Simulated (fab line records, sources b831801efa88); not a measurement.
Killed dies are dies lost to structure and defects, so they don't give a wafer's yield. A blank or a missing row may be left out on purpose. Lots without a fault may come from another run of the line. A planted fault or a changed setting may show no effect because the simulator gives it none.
Which tool did it? | flow gf180mcu | 13 lots, 39 wafers sampled, at 3 steps of a route of 602

WHAT THE GAUGES READ, wafer by wafer
GF_LVPWELL_OVL_MEAS_07. Usual: LVPWELL_OVL -1.5 nm, standard deviation 1.4.
lot  | measured    | on         | LVPWELL_OVL (nm) | flag
L828 | day 4 07:51 | overlay-01 | -1.7 -1.0 -2.1   |
L829 | day 4 17:46 | overlay-01 | 1.7 -1.5 -0.6    |
L830 | day 5 02:30 | overlay-02 | -3.7 -2.3 -3.8   |
L831 | day 5 02:55 | overlay-02 | -3.0 -2.8 -2.4   |
L832 | day 5 06:45 | overlay-02 | -1.4 -1.5 -0.3   |
L833 | day 5 15:46 | overlay-01 | -0.3 -3.8 -1.4   |
L834 | day 5 21:06 | overlay-02 | -3.2 -0.5 -1.9   |
L835 | day 6 03:08 | overlay-02 | 0.3 -1.2 -1.0    |
L836 | day 6 05:42 | overlay-02 | -2.7 -0.6 -0.7   |
L837 | day 6 09:44 | overlay-02 | -1.6 -2.8 -2.1   |
L840 | day 7 03:53 | overlay-01 | -3.1 -2.4 -1.0   |
L842 | day 7 15:21 | overlay-02 | 0.2 0.0 -2.0     |
L847 | day 8 20:04 | overlay-01 | -0.7 -2.6 -1.0   |

GF_HV_LDD_CD_MEAS_46: target cd 400 nm. Usual: cd_nm 399.6 nm, standard deviation 2.
lot  | measured     | on        | cd_nm (nm)        | flag
L828 | day 12 22:52 | cd_sem-02 | 400.7 400.6 403.4 |
L829 | day 13 15:32 | cd_sem-01 | 398.8 397.7 398.0 |
L830 | day 14 01:44 | cd_sem-02 | 402.0 402.7 400.8 |
L831 | day 14 04:47 | cd_sem-02 | 398.4 400.3 400.9 |
L832 | day 14 09:26 | cd_sem-01 | 396.9 398.0 397.8 |
L833 | day 14 22:11 | cd_sem-02 | 398.1 399.2 398.9 |
L834 | day 15 07:08 | cd_sem-02 | 399.6 399.9 398.3 |
L835 | day 15 15:38 | cd_sem-02 | 398.5 398.9 397.1 |
L836 | day 15 18:10 | cd_sem-02 | 398.9 399.3 399.1 |
L837 | day 15 22:51 | cd_sem-02 | 402.0 402.1 402.0 |
L840 | day 17 03:35 | cd_sem-01 | 400.8 399.8 400.6 |
L842 | day 17 20:26 | cd_sem-01 | 400.6             |
L847 | day 19 13:45 | cd_sem-02 | 398.5 402.7 402.1 |

WHICH TOOL RAN EACH LOT (tool, then ch and the chambers of the sampled wafers, then the start)
lot  | GF_POLY_GATE_ETCH_13
L828 | rie_si-01 ch 0,3, day 9 17:28
L829 | rie_si-01 ch 1,3, day 10 06:58
L830 | rie_si-02 ch 1,2, day 10 18:07
L831 | rie_si-01 ch 1,3, day 10 18:55
L832 | rie_si-01 ch 0,2, day 10 23:28
L833 | rie_si-02 ch 1,2,3, day 11 10:54
L834 | rie_si-01 ch 0,2, day 11 18:35
L835 | rie_si-01 ch 1,2, day 12 02:58
L836 | rie_si-01 ch 0,1,2, day 12 05:28
L837 | rie_si-01 ch 1,2,3, day 12 09:40
L840 | rie_si-02 ch 0,1,2, day 13 09:56
L842 | rie_si-01 ch 1,2,3, day 14 01:01
L847 | rie_si-02 ch 2,3, day 15 15:13
- GF_POLY_GATE_ETCH_13: etches poly-Si in HBr/Cl2, stops on SiO2, target depth 198.5 nm, time 69.6 s.

WHAT THE TOOLS THEMSELVES READ (means of the sampled wafers that have a number; where no wafer has one, the mark that the record gives instead)
GF_POLY_GATE_ETCH_13. Usual: HBr_flow_sccm 150.0 sccm, standard deviation 0.44; drypump_motor_current_A 5.5 A, standard deviation 0.35; oes_product_au 0.990 a.u., standard deviation 0.0079; run_length_s 97.9 s, standard deviation 0.49; throttle_valve_pct 33.684 %, standard deviation 0.0091.
lot  | tool      | HBr_flow_sccm (sccm) | drypump_motor_current_A (A) | oes_product_au (a.u.) | run_length_s (s) | throttle_valve_pct (%) | flag
L828 | rie_si-01 | 150.2                | 5.5                         | 1.001                 | 97.3             | 33.684                 |
L829 | rie_si-01 | 150.0                | 5.4                         | 0.990                 | 98.3             | 33.687                 |
L830 | rie_si-02 | 150.0                | 5.7                         | 0.996                 | 98.0             | 33.687                 |
L831 | rie_si-01 | 150.3                | 5.6                         | 0.995                 | 98.2             | 33.684                 |
L832 | rie_si-01 | 149.5                | 5.5                         | 0.991                 | 97.4             | 33.681                 |
L833 | rie_si-02 | 150.1                | 5.6                         | 0.980                 | 98.1             | 33.691                 |
L834 | rie_si-01 | 150.4                | 5.3                         | 0.984                 | 97.2             | 33.682                 |
L835 | rie_si-01 | 150.0                | 5.4                         | 0.997                 | 97.7             | 33.685                 |
L836 | rie_si-01 | 150.3                | 5.5                         | 0.991                 | 97.9             | 33.686                 |
L837 | rie_si-01 | 150.1                | 5.4                         | 0.989                 | 97.9             | 33.685                 |
L840 | rie_si-02 | 149.5                | 5.8                         | 0.987                 | 98.0             | 33.675                 |
L842 | rie_si-01 | 150.0                | 5.4                         | 1.003                 | 83.8             | 33.682                 | OFF
L847 | rie_si-02 | 150.3                | 5.9                         | 0.989                 | 98.0             | 33.678                 |

THE ANSWER, worked out from the rows above alone
Rule: a lot is off if the mean of its wafers that have a number lies more than 3 standard deviations from the usual mean. A lot without any number at a reading at which 4 lots or more have one is off too. The other lots that the step has rows for count as sound. The gauges are gone through in route order, then the tools' own readings, and for those a lot's mean is taken as printed above. The first step at which some lot is off is used, and at that step the reading that is off furthest; a lot without a number counts as furthest.
Off: L842, at GF_POLY_GATE_ETCH_13 (run_length_s).
A tool fits if, at that step or a process step before it, it ran every lot that is off, and no sound lot after the first of them. One fits: rie_si-01 at GF_POLY_GATE_ETCH_13. Its last sound lot is L837 (day 12 09:40), its first lot that is off L842 (day 14 01:01): a fault that began between those two fits.
The tool's own readings at GF_POLY_GATE_ETCH_13 bear it out: on the lots that are off they differ by more than 5 times the standard deviation of the sound lots' means. run_length_s reads 83.8 s there against 97.8 s on the sound lots.

WHAT THE SIMULATOR HAD PUT IN
Process parameter drift: rie_si-01, from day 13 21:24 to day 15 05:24, at GF_POLY_GATE_ETCH_13. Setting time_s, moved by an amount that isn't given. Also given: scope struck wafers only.
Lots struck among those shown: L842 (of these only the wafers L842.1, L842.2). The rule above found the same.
